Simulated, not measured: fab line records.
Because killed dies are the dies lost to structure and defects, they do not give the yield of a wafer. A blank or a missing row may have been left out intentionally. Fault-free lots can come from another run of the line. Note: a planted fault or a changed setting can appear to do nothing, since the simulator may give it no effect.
fab line records || flow sky130
record: {"lots": 15, "wafers": 45, "last_day": 50}
route steps=708 shown CONTACT@409
lots untouched by any fault: they come from a run of this same line in which no faults occurred
start_h: hours from the record's opening day to when the first of the lot's shown wafers began || wait_h: hours since the lot's step before || " the same as in the row above || L1.1+2: a single row standing in for several wafers || - value missing, or start not given || * or withheld: withheld || < > ~ a bound
route shown NAME@n: a module of which the file shows steps, and the number in the route of the first || usual: mean/standard deviation of fault-free wafers || same: alike in all rows || chamber/n: place in a boat || sites: per-site readings || _std_site: their standard deviation || _edge_site: mean of outer sites minus mean of inner sites || radius_mm: for every site, how far away it sits from the centre of the wafer || mask NAME#n: copy n || behind: the last tool/chamber to shape the wafer || hold: what put the lot on hold/how long, in hours/how the hold closed || device: the n, p or np transistor that did not switch || end of line: tests run on the same wafers once the route is complete || a step without rows: its recipe alone || killed: the dies lost at the first sort to structure and to defects; this is not the yield of the wafer || map: a wafer's dies, marking killed ones x, the rest . and places with no die _
set.NAME: setting as actually run; set.NAME@STEP: the setting as run at that earlier step || model.NAME: the simulator's own value behind a step, which no gauge read
the route's steps for a sample of lots (tables are steps, rows are wafers)
services: from which hour (start_h, from the record's first day; less than 0 if before it) a tool's chamber was out of use, for how many hours, and why
== steps ==
step: SKY_CONTACT_THK_MEAS_03
recipe: {"reads": "SiO2_of_CONTACT_HDPCVD_02"}
usual: {"CONTACT_HDPCVD_THK": "566/7"}
{"lot.wafer": "L535.1", "tool": "film_metro-03", "chamber": "-", "start_h": 704.28, "wait_h": 0.0, "CONTACT_HDPCVD_THK[nm]": 558}
{"lot.wafer": "L535.3", "tool": "film_metro-03", "chamber": "-", "start_h": 704.28, "wait_h": 0.0, "CONTACT_HDPCVD_THK[nm]": 558}
{"lot.wafer": "L535.4", "tool": "film_metro-03", "chamber": "-", "start_h": 704.28, "wait_h": 0.0, "CONTACT_HDPCVD_THK[nm]": 564}
{"lot.wafer": "L536.1", "tool": "film_metro-03", "chamber": "-", "start_h": 708.31, "wait_h": 0.0, "CONTACT_HDPCVD_THK[nm]": 564}
{"lot.wafer": "L536.4", "tool": "film_metro-03", "chamber": "-", "start_h": 708.31, "wait_h": 0.0, "CONTACT_HDPCVD_THK[nm]": 562}
{"lot.wafer": "L536.6", "tool": "film_metro-03", "chamber": "-", "start_h": 708.31, "wait_h": 0.0, "CONTACT_HDPCVD_THK[nm]": 561}
{"lot.wafer": "L537.1", "tool": "film_metro-01", "chamber": "-", "start_h": 714.02, "wait_h": 0.0, "CONTACT_HDPCVD_THK[nm]": 567}
{"lot.wafer": "L537.3", "tool": "film_metro-01", "chamber": "-", "start_h": 714.02, "wait_h": 0.0, "CONTACT_HDPCVD_THK[nm]": 563}
{"lot.wafer": "L537.6", "tool": "film_metro-01", "chamber": "-", "start_h": 714.02, "wait_h": 0.0, "CONTACT_HDPCVD_THK[nm]": 578}
{"lot.wafer": "L538.1", "tool": "film_metro-01", "chamber": "-", "start_h": 730.85, "wait_h": 0.0, "CONTACT_HDPCVD_THK[nm]": 560}
{"lot.wafer": "L538.5", "tool": "film_metro-01", "chamber": "-", "start_h": 730.85, "wait_h": 0.0, "CONTACT_HDPCVD_THK[nm]": 565}
{"lot.wafer": "L538.6", "tool": "film_metro-01", "chamber": "-", "start_h": 730.85, "wait_h": 0.0, "CONTACT_HDPCVD_THK[nm]": 575}
{"lot.wafer": "L539.2", "tool": "film_metro-03", "chamber": "-", "start_h": 731.71, "wait_h": 0.0, "CONTACT_HDPCVD_THK[nm]": 567}
{"lot.wafer": "L539.3", "tool": "film_metro-03", "chamber": "-", "start_h": 731.71, "wait_h": 0.0, "CONTACT_HDPCVD_THK[nm]": 568}
{"lot.wafer": "L539.4", "tool": "film_metro-03", "chamber": "-", "start_h": 731.71, "wait_h": 0.0, "CONTACT_HDPCVD_THK[nm]": 564}
{"lot.wafer": "L541.2", "tool": "film_metro-03", "chamber": "-", "start_h": 761.45, "wait_h": 0.0, "CONTACT_HDPCVD_THK[nm]": 561}
{"lot.wafer": "L541.4", "tool": "film_metro-03", "chamber": "-", "start_h": 761.45, "wait_h": 0.0, "CONTACT_HDPCVD_THK[nm]": 572}
{"lot.wafer": "L541.5", "tool": "film_metro-03", "chamber": "-", "start_h": 761.45, "wait_h": 0.0, "CONTACT_HDPCVD_THK[nm]": 561}
{"lot.wafer": "L542.1", "tool": "film_metro-02", "chamber": "-", "start_h": 765.45, "wait_h": 0.0, "CONTACT_HDPCVD_THK[nm]": 569}
{"lot.wafer": "L542.3", "tool": "film_metro-02", "chamber": "-", "start_h": 765.45, "wait_h": 0.0, "CONTACT_HDPCVD_THK[nm]": 563}
{"lot.wafer": "L542.6", "tool": "film_metro-02", "chamber": "-", "start_h": 765.45, "wait_h": 0.0, "CONTACT_HDPCVD_THK[nm]": 560}
{"lot.wafer": "L543.1", "tool": "film_metro-03", "chamber": "-", "start_h": 774.24, "wait_h": 0.0, "CONTACT_HDPCVD_THK[nm]": 563}
{"lot.wafer": "L543.4", "tool": "film_metro-03", "chamber": "-", "start_h": 774.24, "wait_h": 0.0, "CONTACT_HDPCVD_THK[nm]": 578}
{"lot.wafer": "L543.5", "tool": "film_metro-03", "chamber": "-", "start_h": 774.24, "wait_h": 0.0, "CONTACT_HDPCVD_THK[nm]": 561}
{"lot.wafer": "L548.2", "tool": "film_metro-03", "chamber": "-", "start_h": 816.01, "wait_h": 0.0, "CONTACT_HDPCVD_THK[nm]": 582}
{"lot.wafer": "L548.4", "tool": "film_metro-03", "chamber": "-", "start_h": 816.01, "wait_h": 0.0, "CONTACT_HDPCVD_THK[nm]": 576}
{"lot.wafer": "L548.6", "tool": "film_metro-03", "chamber": "-", "start_h": 816.01, "wait_h": 0.0, "CONTACT_HDPCVD_THK[nm]": 566}
{"lot.wafer": "L549.3", "tool": "film_metro-03", "chamber": "-", "start_h": 819.72, "wait_h": 0.1, "CONTACT_HDPCVD_THK[nm]": 558}
{"lot.wafer": "L549.4", "tool": "film_metro-03", "chamber": "-", "start_h": 819.72, "wait_h": 0.1, "CONTACT_HDPCVD_THK[nm]": 564}
{"lot.wafer": "L549.6", "tool": "film_metro-03", "chamber": "-", "start_h": 819.72, "wait_h": 0.1, "CONTACT_HDPCVD_THK[nm]": 562}
{"lot.wafer": "L550.1", "tool": "film_metro-03", "chamber": "-", "start_h": 836.74, "wait_h": 0.0, "CONTACT_HDPCVD_THK[nm]": 564}
{"lot.wafer": "L550.3", "tool": "film_metro-03", "chamber": "-", "start_h": 836.74, "wait_h": 0.0, "CONTACT_HDPCVD_THK[nm]": 575}
{"lot.wafer": "L550.5", "tool": "film_metro-03", "chamber": "-", "start_h": 836.74, "wait_h": 0.0, "CONTACT_HDPCVD_THK[nm]": 579}
{"lot.wafer": "L551.3", "tool": "film_metro-01", "chamber": "-", "start_h": 839.71, "wait_h": 0.1, "CONTACT_HDPCVD_THK[nm]": 579}
{"lot.wafer": "L551.5", "tool": "film_metro-01", "chamber": "-", "start_h": 839.71, "wait_h": 0.1, "CONTACT_HDPCVD_THK[nm]": 573}
{"lot.wafer": "L551.6", "tool": "film_metro-01", "chamber": "-", "start_h": 839.71, "wait_h": 0.1, "CONTACT_HDPCVD_THK[nm]": 562}
{"lot.wafer": "L553.2", "tool": "film_metro-02", "chamber": "-", "start_h": 848.73, "wait_h": 0.0, "CONTACT_HDPCVD_THK[nm]": 572}
{"lot.wafer": "L553.3", "tool": "film_metro-02", "chamber": "-", "start_h": 848.73, "wait_h": 0.0, "CONTACT_HDPCVD_THK[nm]": 560}
{"lot.wafer": "L553.6", "tool": "film_metro-02", "chamber": "-", "start_h": 848.73, "wait_h": 0.0, "CONTACT_HDPCVD_THK[nm]": 560}
{"lot.wafer": "L554.1", "tool": "film_metro-03", "chamber": "-", "start_h": 859.72, "wait_h": 0.0, "CONTACT_HDPCVD_THK[nm]": 565}
{"lot.wafer": "L554.4", "tool": "film_metro-03", "chamber": "-", "start_h": 859.72, "wait_h": 0.0, "CONTACT_HDPCVD_THK[nm]": 560}
{"lot.wafer": "L554.5", "tool": "film_metro-03", "chamber": "-", "start_h": 859.72, "wait_h": 0.0, "CONTACT_HDPCVD_THK[nm]": 561}
{"lot.wafer": "L558.1", "tool": "film_metro-02", "chamber": "-", "start_h": 892.22, "wait_h": 0.0, "CONTACT_HDPCVD_THK[nm]": 556}
{"lot.wafer": "L558.2", "tool": "film_metro-02", "chamber": "-", "start_h": 892.22, "wait_h": 0.0, "CONTACT_HDPCVD_THK[nm]": 566}
{"lot.wafer": "L558.3", "tool": "film_metro-02", "chamber": "-", "start_h": 892.22, "wait_h": 0.0, "CONTACT_HDPCVD_THK[nm]": 559}
step: SKY_CONTACT_EXPOSE_11
recipe: {"mask_id": "CTM1", "na": 0.8, "source_shape": "annular", "sigma_inner": 0.55, "sigma_outer": 0.85, "target_cd_nm": 170, "dose_mj": 38}
usual: {"exposure_dose_mJ_cm2": "38.00/0.036", "focus_offset_nm": "0.1/0.5"}
{"lot.wafer": "L535.1", "tool": "krf_scanner-02", "chamber": 0, "start_h": 718.82, "wait_h": "-", "mask": "CTM1#0", "exposure_dose_mJ_cm2": 37.93, "focus_offset_nm": -0.4}
{"lot.wafer": "L535.3", "tool": "krf_scanner-02", "chamber": 0, "start_h": 718.82, "wait_h": "-", "mask": "CTM1#0", "exposure_dose_mJ_cm2": 37.96, "focus_offset_nm": 0.3}
{"lot.wafer": "L535.4", "tool": "krf_scanner-02", "chamber": 0, "start_h": 718.82, "wait_h": "-", "mask": "CTM1#0", "exposure_dose_mJ_cm2": 37.97, "focus_offset_nm": -0.3}
{"lot.wafer": "L536.1", "tool": "krf_scanner-01", "chamber": 0, "start_h": 723.22, "wait_h": "-", "mask": "CTM1#0", "exposure_dose_mJ_cm2": 37.95, "focus_offset_nm": 0.0}
{"lot.wafer": "L536.4", "tool": "krf_scanner-01", "chamber": 0, "start_h": 723.22, "wait_h": "-", "mask": "CTM1#0", "exposure_dose_mJ_cm2": 37.97, "focus_offset_nm": 0.5}
{"lot.wafer": "L536.6", "tool": "krf_scanner-01", "chamber": 0, "start_h": 723.22, "wait_h": "-", "mask": "CTM1#0", "exposure_dose_mJ_cm2": 38.07, "focus_offset_nm": 0.7}
{"lot.wafer": "L537.1", "tool": "krf_scanner-01", "chamber": 0, "start_h": 728.55, "wait_h": "-", "mask": "CTM1#0", "exposure_dose_mJ_cm2": 38.03, "focus_offset_nm": 1.1}
{"lot.wafer": "L537.3", "tool": "krf_scanner-01", "chamber": 0, "start_h": 728.55, "wait_h": "-", "mask": "CTM1#0", "exposure_dose_mJ_cm2": 38.05, "focus_offset_nm": 1.2}
{"lot.wafer": "L537.6", "tool": "krf_scanner-01", "chamber": 0, "start_h": 728.55, "wait_h": "-", "mask": "CTM1#0", "exposure_dose_mJ_cm2": 38.06, "focus_offset_nm": -0.1}
{"lot.wafer": "L538.1", "tool": "krf_scanner-02", "chamber": 0, "start_h": 744.92, "wait_h": "-", "mask": "CTM1#0", "exposure_dose_mJ_cm2": 38.00, "focus_offset_nm": 0.4}
{"lot.wafer": "L538.5", "tool": "krf_scanner-02", "chamber": 0, "start_h": 744.92, "wait_h": "-", "mask": "CTM1#0", "exposure_dose_mJ_cm2": 37.99, "focus_offset_nm": -0.3}
{"lot.wafer": "L538.6", "tool": "krf_scanner-02", "chamber": 0, "start_h": 744.92, "wait_h": "-", "mask": "CTM1#0", "exposure_dose_mJ_cm2": 38.03, "focus_offset_nm": 0.5}
{"lot.wafer": "L539.2", "tool": "krf_scanner-02", "chamber": 0, "start_h": 746.16, "wait_h": "-", "mask": "CTM1#0", "exposure_dose_mJ_cm2": 38.06, "focus_offset_nm": 0.7}
{"lot.wafer": "L539.3", "tool": "krf_scanner-02", "chamber": 0, "start_h": 746.16, "wait_h": "-", "mask": "CTM1#0", "exposure_dose_mJ_cm2": 38.04, "focus_offset_nm": 0.3}
{"lot.wafer": "L539.4", "tool": "krf_scanner-02", "chamber": 0, "start_h": 746.16, "wait_h": "-", "mask": "CTM1#0", "exposure_dose_mJ_cm2": 37.99, "focus_offset_nm": -0.4}
{"lot.wafer": "L541.2", "tool": "krf_scanner-02", "chamber": "-", "start_h": 775.59, "wait_h": "-", "mask": "CTM1#0", "exposure_dose_mJ_cm2": "-", "focus_offset_nm": "-"}
{"lot.wafer": "L541.4", "tool": "krf_scanner-02", "chamber": "-", "start_h": 775.59, "wait_h": "-", "mask": "CTM1#0", "exposure_dose_mJ_cm2": "-", "focus_offset_nm": "-"}
{"lot.wafer": "L541.5", "tool": "krf_scanner-02", "chamber": "-", "start_h": 775.59, "wait_h": "-", "mask": "CTM1#0", "exposure_dose_mJ_cm2": "-", "focus_offset_nm": "-"}
{"lot.wafer": "L542.1", "tool": "krf_scanner-01", "chamber": "-", "start_h": 780.27, "wait_h": "-", "mask": "CTM1#0", "exposure_dose_mJ_cm2": "-", "focus_offset_nm": "-"}
{"lot.wafer": "L542.3", "tool": "krf_scanner-01", "chamber": "-", "start_h": 780.27, "wait_h": "-", "mask": "CTM1#0", "exposure_dose_mJ_cm2": "-", "focus_offset_nm": "-"}
{"lot.wafer": "L542.6", "tool": "krf_scanner-01", "chamber": "-", "start_h": 780.27, "wait_h": "-", "mask": "CTM1#0", "exposure_dose_mJ_cm2": "-", "focus_offset_nm": "-"}
{"lot.wafer": "L543.1", "tool": "krf_scanner-01", "chamber": "-", "start_h": 787.80, "wait_h": "-", "mask": "CTM1#0", "exposure_dose_mJ_cm2": "-", "focus_offset_nm": "-"}
{"lot.wafer": "L543.4", "tool": "krf_scanner-01", "chamber": "-", "start_h": 787.80, "wait_h": "-", "mask": "CTM1#0", "exposure_dose_mJ_cm2": "-", "focus_offset_nm": "-"}
{"lot.wafer": "L543.5", "tool": "krf_scanner-01", "chamber": "-", "start_h": 787.80, "wait_h": "-", "mask": "CTM1#0", "exposure_dose_mJ_cm2": "-", "focus_offset_nm": "-"}
{"lot.wafer": "L548.2", "tool": "krf_scanner-02", "chamber": 0, "start_h": 829.47, "wait_h": "-", "mask": "CTM1#0", "exposure_dose_mJ_cm2": 38.03, "focus_offset_nm": 0.1}
{"lot.wafer": "L548.4", "tool": "krf_scanner-02", "chamber": 0, "start_h": 829.47, "wait_h": "-", "mask": "CTM1#0", "exposure_dose_mJ_cm2": 38.02, "focus_offset_nm": -0.5}
{"lot.wafer": "L548.6", "tool": "krf_scanner-02", "chamber": 0, "start_h": 829.47, "wait_h": "-", "mask": "CTM1#0", "exposure_dose_mJ_cm2": 38.06, "focus_offset_nm": 0.5}
{"lot.wafer": "L549.3", "tool": "krf_scanner-02", "chamber": 0, "start_h": 833.44, "wait_h": "-", "mask": "CTM1#0", "exposure_dose_mJ_cm2": 38.05, "focus_offset_nm": 0.1}
{"lot.wafer": "L549.4", "tool": "krf_scanner-02", "chamber": 0, "start_h": 833.44, "wait_h": "-", "mask": "CTM1#0", "exposure_dose_mJ_cm2": 37.97, "focus_offset_nm": 0.0}
{"lot.wafer": "L549.6", "tool": "krf_scanner-02", "chamber": 0, "start_h": 833.44, "wait_h": "-", "mask": "CTM1#0", "exposure_dose_mJ_cm2": 37.96, "focus_offset_nm": 0.9}
{"lot.wafer": "L550.1", "tool": "krf_scanner-02", "chamber": 0, "start_h": 849.95, "wait_h": "-", "mask": "CTM1#0", "exposure_dose_mJ_cm2": 38.02, "focus_offset_nm": -0.7}
{"lot.wafer": "L550.3", "tool": "krf_scanner-02", "chamber": 0, "start_h": 849.95, "wait_h": "-", "mask": "CTM1#0", "exposure_dose_mJ_cm2": 37.96, "focus_offset_nm": 0.3}
{"lot.wafer": "L550.5", "tool": "krf_scanner-02", "chamber": 0, "start_h": 849.95, "wait_h": "-", "mask": "CTM1#0", "exposure_dose_mJ_cm2": 38.01, "focus_offset_nm": 0.3}
{"lot.wafer": "L551.3", "tool": "krf_scanner-01", "chamber": 0, "start_h": 852.91, "wait_h": "-", "mask": "CTM1#0", "exposure_dose_mJ_cm2": 37.95, "focus_offset_nm": -0.3}
{"lot.wafer": "L551.5", "tool": "krf_scanner-01", "chamber": 0, "start_h": 852.91, "wait_h": "-", "mask": "CTM1#0", "exposure_dose_mJ_cm2": 38.07, "focus_offset_nm": -1.3}
{"lot.wafer": "L551.6", "tool": "krf_scanner-01", "chamber": 0, "start_h": 852.91, "wait_h": "-", "mask": "CTM1#0", "exposure_dose_mJ_cm2": 38.00, "focus_offset_nm": -0.6}
{"lot.wafer": "L553.2", "tool": "krf_scanner-01", "chamber": 0, "start_h": 862.89, "wait_h": "-", "mask": "CTM1#0", "exposure_dose_mJ_cm2": 38.00, "focus_offset_nm": 0.3}
{"lot.wafer": "L553.3", "tool": "krf_scanner-01", "chamber": 0, "start_h": 862.89, "wait_h": "-", "mask": "CTM1#0", "exposure_dose_mJ_cm2": 37.98, "focus_offset_nm": -0.1}
{"lot.wafer": "L553.6", "tool": "krf_scanner-01", "chamber": 0, "start_h": 862.89, "wait_h": "-", "mask": "CTM1#0", "exposure_dose_mJ_cm2": 37.99, "focus_offset_nm": 0.5}
{"lot.wafer": "L554.1", "tool": "krf_scanner-01", "chamber": 0, "start_h": 873.25, "wait_h": "-", "mask": "CTM1#0", "exposure_dose_mJ_cm2": 38.02, "focus_offset_nm": 0.5}
{"lot.wafer": "L554.4", "tool": "krf_scanner-01", "chamber": 0, "start_h": 873.25, "wait_h": "-", "mask": "CTM1#0", "exposure_dose_mJ_cm2": 38.03, "focus_offset_nm": 0.1}
{"lot.wafer": "L554.5", "tool": "krf_scanner-01", "chamber": 0, "start_h": 873.25, "wait_h": "-", "mask": "CTM1#0", "exposure_dose_mJ_cm2": 38.05, "focus_offset_nm": -0.1}
{"lot.wafer": "L558.1", "tool": "krf_scanner-02", "chamber": 0, "start_h": 904.77, "wait_h": "-", "mask": "CTM1#0", "exposure_dose_mJ_cm2": 37.97, "focus_offset_nm": 0.5}
{"lot.wafer": "L558.2", "tool": "krf_scanner-02", "chamber": 0, "start_h": 904.77, "wait_h": "-", "mask": "CTM1#0", "exposure_dose_mJ_cm2": 37.93, "focus_offset_nm": -0.1}
{"lot.wafer": "L558.3", "tool": "krf_scanner-02", "chamber": 0, "start_h": 904.77, "wait_h": "-", "mask": "CTM1#0", "exposure_dose_mJ_cm2": 37.98, "focus_offset_nm": 0.0}
step: SKY_CONTACT_OVL_MEAS_15
usual: {"CONTACT_OVL": "6/6.2"}
{"lot.wafer": "L535.1", "tool": "overlay-02", "chamber": "-", "start_h": 732.37, "wait_h": 0.1, "CONTACT_OVL[nm]": 1}
{"lot.wafer": "L535.3", "tool": "overlay-02", "chamber": "-", "start_h": 732.37, "wait_h": 0.1, "CONTACT_OVL[nm]": 4}
{"lot.wafer": "L535.4", "tool": "overlay-02", "chamber": "-", "start_h": 732.37, "wait_h": 0.1, "CONTACT_OVL[nm]": 8}
{"lot.wafer": "L536.1", "tool": "overlay-02", "chamber": "-", "start_h": 735.86, "wait_h": 0.1, "CONTACT_OVL[nm]": 3}
{"lot.wafer": "L536.4", "tool": "overlay-02", "chamber": "-", "start_h": 735.86, "wait_h": 0.1, "CONTACT_OVL[nm]": 8}
{"lot.wafer": "L536.6", "tool": "overlay-02", "chamber": "-", "start_h": 735.86, "wait_h": 0.1, "CONTACT_OVL[nm]": 8}
{"lot.wafer": "L537.1", "tool": "overlay-01", "chamber": "-", "start_h": 741.22, "wait_h": 0.1, "CONTACT_OVL[nm]": -8}
{"lot.wafer": "L537.3", "tool": "overlay-01", "chamber": "-", "start_h": 741.22, "wait_h": 0.1, "CONTACT_OVL[nm]": 3}
{"lot.wafer": "L537.6", "tool": "overlay-01", "chamber": "-", "start_h": 741.22, "wait_h": 0.1, "CONTACT_OVL[nm]": 1}
{"lot.wafer": "L538.1", "tool": "overlay-02", "chamber": "-", "start_h": 758.72, "wait_h": 0.1, "CONTACT_OVL[nm]": 0}
{"lot.wafer": "L538.5", "tool": "overlay-02", "chamber": "-", "start_h": 758.72, "wait_h": 0.1, "CONTACT_OVL[nm]": 8}
{"lot.wafer": "L538.6", "tool": "overlay-02", "chamber": "-", "start_h": 758.72, "wait_h": 0.1, "CONTACT_OVL[nm]": 8}
{"lot.wafer": "L539.2", "tool": "overlay-02", "chamber": "-", "start_h": 759.62, "wait_h": 0.1, "CONTACT_OVL[nm]": 11}
{"lot.wafer": "L539.3", "tool": "overlay-02", "chamber": "-", "start_h": 759.62, "wait_h": 0.1, "CONTACT_OVL[nm]": 19}
{"lot.wafer": "L539.4", "tool": "overlay-02", "chamber": "-", "start_h": 759.62, "wait_h": 0.1, "CONTACT_OVL[nm]": 16}
{"lot.wafer": "L541.2", "tool": "overlay-01", "chamber": "-", "start_h": 789.07, "wait_h": 0.1, "CONTACT_OVL[nm]": "-"}
{"lot.wafer": "L541.4", "tool": "overlay-01", "chamber": "-", "start_h": 789.07, "wait_h": 0.1, "CONTACT_OVL[nm]": "-"}
{"lot.wafer": "L541.5", "tool": "overlay-01", "chamber": "-", "start_h": 789.07, "wait_h": 0.1, "CONTACT_OVL[nm]": "-"}
{"lot.wafer": "L542.1", "tool": "overlay-02", "chamber": "-", "start_h": 792.67, "wait_h": 0.1, "CONTACT_OVL[nm]": "-"}
{"lot.wafer": "L542.3", "tool": "overlay-02", "chamber": "-", "start_h": 792.67, "wait_h": 0.1, "CONTACT_OVL[nm]": "-"}
{"lot.wafer": "L542.6", "tool": "overlay-02", "chamber": "-", "start_h": 792.67, "wait_h": 0.1, "CONTACT_OVL[nm]": "-"}
{"lot.wafer": "L543.1", "tool": "overlay-01", "chamber": "-", "start_h": 801.27, "wait_h": 0.1, "CONTACT_OVL[nm]": "-"}
{"lot.wafer": "L543.4", "tool": "overlay-01", "chamber": "-", "start_h": 801.27, "wait_h": 0.1, "CONTACT_OVL[nm]": "-"}
{"lot.wafer": "L543.5", "tool": "overlay-01", "chamber": "-", "start_h": 801.27, "wait_h": 0.1, "CONTACT_OVL[nm]": "-"}
{"lot.wafer": "L548.2", "tool": "overlay-01", "chamber": "-", "start_h": 842.52, "wait_h": 0.1, "CONTACT_OVL[nm]": 16}
{"lot.wafer": "L548.4", "tool": "overlay-01", "chamber": "-", "start_h": 842.52, "wait_h": 0.1, "CONTACT_OVL[nm]": 21}
{"lot.wafer": "L548.6", "tool": "overlay-01", "chamber": "-", "start_h": 842.52, "wait_h": 0.1, "CONTACT_OVL[nm]": 18}
{"lot.wafer": "L549.3", "tool": "overlay-02", "chamber": "-", "start_h": 846.48, "wait_h": 0.1, "CONTACT_OVL[nm]": 3}
{"lot.wafer": "L549.4", "tool": "overlay-02", "chamber": "-", "start_h": 846.48, "wait_h": 0.1, "CONTACT_OVL[nm]": -2}
{"lot.wafer": "L549.6", "tool": "overlay-02", "chamber": "-", "start_h": 846.48, "wait_h": 0.1, "CONTACT_OVL[nm]": -6}
{"lot.wafer": "L550.1", "tool": "overlay-01", "chamber": "-", "start_h": 863.27, "wait_h": 0.1, "CONTACT_OVL[nm]": 0}
{"lot.wafer": "L550.3", "tool": "overlay-01", "chamber": "-", "start_h": 863.27, "wait_h": 0.1, "CONTACT_OVL[nm]": 9}
{"lot.wafer": "L550.5", "tool": "overlay-01", "chamber": "-", "start_h": 863.27, "wait_h": 0.1, "CONTACT_OVL[nm]": 10}
{"lot.wafer": "L551.3", "tool": "overlay-02", "chamber": "-", "start_h": 866.83, "wait_h": 0.1, "CONTACT_OVL[nm]": 9}
{"lot.wafer": "L551.5", "tool": "overlay-02", "chamber": "-", "start_h": 866.83, "wait_h": 0.1, "CONTACT_OVL[nm]": 6}
{"lot.wafer": "L551.6", "tool": "overlay-02", "chamber": "-", "start_h": 866.83, "wait_h": 0.1, "CONTACT_OVL[nm]": 14}
{"lot.wafer": "L553.2", "tool": "overlay-02", "chamber": "-", "start_h": 875.42, "wait_h": 0.1, "CONTACT_OVL[nm]": 0}
{"lot.wafer": "L553.3", "tool": "overlay-02", "chamber": "-", "start_h": 875.42, "wait_h": 0.1, "CONTACT_OVL[nm]": 4}
{"lot.wafer": "L553.6", "tool": "overlay-02", "chamber": "-", "start_h": 875.42, "wait_h": 0.1, "CONTACT_OVL[nm]": -2}
{"lot.wafer": "L554.1", "tool": "overlay-01", "chamber": "-", "start_h": 885.32, "wait_h": 0.1, "CONTACT_OVL[nm]": 4}
{"lot.wafer": "L554.4", "tool": "overlay-01", "chamber": "-", "start_h": 885.32, "wait_h": 0.1, "CONTACT_OVL[nm]": 7}
{"lot.wafer": "L554.5", "tool": "overlay-01", "chamber": "-", "start_h": 885.32, "wait_h": 0.1, "CONTACT_OVL[nm]": 6}
{"lot.wafer": "L558.1", "tool": "overlay-02", "chamber": "-", "start_h": 918.17, "wait_h": 0.1, "CONTACT_OVL[nm]": 5}
{"lot.wafer": "L558.2", "tool": "overlay-02", "chamber": "-", "start_h": 918.17, "wait_h": 0.1, "CONTACT_OVL[nm]": 10}
{"lot.wafer": "L558.3", "tool": "overlay-02", "chamber": "-", "start_h": 918.17, "wait_h": 0.1, "CONTACT_OVL[nm]": 11}
== services ==
{"tool": "krf_scanner-01", "chamber": "-", "start_h": 705.48, "hours": 2.2, "kind": "repair"}
{"tool": "krf_scanner-02", "chamber": "-", "start_h": 719.14, "hours": 0.7, "kind": "repair"}
{"tool": "krf_scanner-02", "chamber": "-", "start_h": 721.52, "hours": 1.5, "kind": "repair"}
{"tool": "krf_scanner-02", "chamber": "-", "start_h": 728.86, "hours": 1.0, "kind": "pm"}
{"tool": "krf_scanner-01", "chamber": "-", "start_h": 736.15, "hours": 4.3, "kind": "repair"}
{"tool": "krf_scanner-01", "chamber": "-", "start_h": 757.92, "hours": 4.0, "kind": "pm"}
{"tool": "krf_scanner-02", "chamber": "-", "start_h": 766.70, "hours": 8.5, "kind": "repair"}
{"tool": "krf_scanner-02", "chamber": "-", "start_h": 779.24, "hours": 11.6, "kind": "pm"}
{"tool": "krf_scanner-01", "chamber": "-", "start_h": 790.79, "hours": 0.8, "kind": "pm"}
{"tool": "krf_scanner-02", "chamber": "-", "start_h": 793.92, "hours": 0.8, "kind": "pm"}
{"tool": "krf_scanner-01", "chamber": "-", "start_h": 830.90, "hours": 4.6, "kind": "repair"}
{"tool": "krf_scanner-01", "chamber": "-", "start_h": 846.80, "hours": 1.0, "kind": "pm"}
{"tool": "krf_scanner-01", "chamber": "-", "start_h": 847.80, "hours": 1.3, "kind": "pm"}
{"tool": "krf_scanner-02", "chamber": "-", "start_h": 855.11, "hours": 1.3, "kind": "pm"}
{"tool": "krf_scanner-02", "chamber": "-", "start_h": 897.86, "hours": 1.0, "kind": "pm"}
== key ==
first_sign: {"step": "SKY_CONTACT_EXPOSE_11", "reading": "tool_record", "direction": "missing"}
effect none on later readings
met_at SKY_CONTACT_EXPOSE_11
struck_lots L541,L542,L543
later_rows_left_out L541.2,L541.4,L541.5,L542.1,L542.3,L542.6,L543.1,L543.4,L543.5
sort_left_out L541.2,L541.4,L541.5,L542.1,L542.3,L542.6,L543.1,L543.4,L543.5
tester_left_out L541,L542,L543
not_acting_at SKY_CONTACT_THK_MEAS_03,SKY_CONTACT_OVL_MEAS_15
onset_between 746.16 775.59
fault: {"kind": "skipped_step_whole", "tool": "krf_scanner-01,krf_scanner-02", "chamber": "-", "onset_h": 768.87, "steps": "SKY_CONTACT_EXPOSE_11", "scope": "struck_lots_only"}
tester_left_out: of these lots the tester's yield and bins aren't shown, on N5 and GAA mostly nor the transistor test; their killed dies are dies lost to structure and defects alone, not to doping, threshold or leakage, so they don't give the yield
sort_left_out: the simulated sort isn't trusted on such a fault, so these wafers' sort isn't shown, and their yield isn't known
later_rows_left_out: the simulator's readings of these wafers behind a module that went badly wrong aren't trusted and aren't shown, but for the sort
